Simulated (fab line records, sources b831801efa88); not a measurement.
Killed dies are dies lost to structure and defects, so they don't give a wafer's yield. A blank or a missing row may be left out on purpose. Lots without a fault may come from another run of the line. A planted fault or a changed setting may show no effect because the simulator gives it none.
Which tool did it? | flow sky130 | 11 lots, 33 wafers sampled, at 4 steps of a route of 708

WHAT THE GAUGES READ, wafer by wafer
SKY_LDD_N_TW_MEAS_17.
lot  | measured     | on            | LDD_N_TW
L135 | day 17 19:27 | film_metro-02 | 2590 2575 2590
L138 | day 19 09:12 | film_metro-01 | 2596 2601 2600
L139 | day 19 09:31 | film_metro-03 | 2592 2587 2590
L141 | day 20 01:04 | film_metro-02 | 2576 2589 2590
L146 | day 22 08:04 | film_metro-02 | 2576 2588 2586
L148 | day 22 20:22 | film_metro-01 | 2669 2686 2677 2693 2687 2677
L149 | day 22 21:55 | film_metro-03 | 2661 2656 2663 2674 2664 2677
L150 | day 23 07:05 | film_metro-02 | 2603 2599 2590
L152 | day 24 00:04 | film_metro-01 | 2604 2603 2602
L157 | day 25 05:52 | film_metro-01 | 2550 2580 2562
L158 | day 25 15:24 | film_metro-01 | 2573 2565 2573

WHICH TOOL RAN EACH LOT (tool, then ch and the chambers of the sampled wafers, then the start)
lot  | SKY_VT_ADJUST_HVTR_STRIP_10          | SKY_LDD_N_IMPLANT_10            | SKY_LDD_N_STRIP_16
L135 | plasma_asher-04 ch 0,1, day 9 11:17  | implanter-02 ch 0, day 17 18:27 | plasma_asher-01 ch 0,1, day 17 19:21
L138 | plasma_asher-04 ch 0,1, day 10 15:20 | implanter-04 ch 0, day 19 08:12 | plasma_asher-04 ch 0,1, day 19 09:06
L139 | plasma_asher-03 ch 0,1, day 10 17:05 | implanter-03 ch 0, day 19 08:31 | plasma_asher-04 ch 0,1, day 19 09:24
L141 | plasma_asher-04 ch 0,1, day 11 08:23 | implanter-03 ch 0, day 20 00:04 | plasma_asher-04 ch 0,1, day 20 00:58
L146 | plasma_asher-02 ch 1, day 12 21:11   | implanter-02 ch 0, day 22 07:04 | plasma_asher-04 ch 0,1, day 22 07:57
L148 | plasma_asher-04 ch 0,1, day 13 07:32 | implanter-03 ch 0, day 22 19:23 | plasma_asher-01 ch 0,1, day 22 20:16
L149 | plasma_asher-02 ch 0,1, day 13 12:08 | implanter-03 ch 0, day 22 20:55 | plasma_asher-04 ch 0, day 22 21:49
L150 | plasma_asher-03 ch 0,1, day 13 19:44 | implanter-02 ch 0, day 23 06:04 | plasma_asher-04 ch 0,1, day 23 06:57
L152 | plasma_asher-02 ch 0,1, day 14 09:50 | implanter-04 ch 0, day 23 23:05 | plasma_asher-02 ch 0,1, day 23 23:58
L157 | plasma_asher-04 ch 0,1, day 15 21:02 | implanter-04 ch 0, day 25 04:53 | plasma_asher-01 ch 0, day 25 05:46
L158 | plasma_asher-04 ch 0,1, day 16 03:38 | implanter-04 ch 0, day 25 14:24 | plasma_asher-02 ch 1, day 25 15:18
- SKY_VT_ADJUST_HVTR_STRIP_10: strips in O2/N2.
- SKY_LDD_N_IMPLANT_10
- SKY_LDD_N_STRIP_16: strips in O2/N2.

THE ANSWER, worked out from the rows above alone
Rule: what is usual is taken from the lots themselves. Put in order of their means at a reading, lots are off if they are a third of the lots or fewer, leave a main group of 4 or more, and stand apart from it by a gap of 3 or more times the standard deviation of the main group's means; of several such gaps the widest counts. A main group whose means are all the same, to the digits that the tables above print for the reading, isn't used. A lot without any number at a reading at which 4 lots or more have one is off too. The other lots that the step has rows for count as sound.
Off: L148, L149, at SKY_LDD_N_TW_MEAS_17 (LDD_N_TW). The main group: mean 2586, standard deviation 12.
A tool fits if, at a process step before that reading, it ran every lot that is off, and no sound lot after the first of them. The gauges at SKY_LDD_N_TW_MEAS_17 are tried like those tools. One fits: implanter-03 at SKY_LDD_N_IMPLANT_10. Its last sound lot is L141 (day 20 00:04), its first lot that is off L148 (day 22 19:23): a fault that began between those two fits.

WHAT THE SIMULATOR HAD PUT IN
Process parameter drift: implanter-03, from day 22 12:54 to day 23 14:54, at SKY_LDD_N_IMPLANT_10. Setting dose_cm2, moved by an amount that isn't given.
Lots struck among those shown: L148, L149. The rule above found the same.
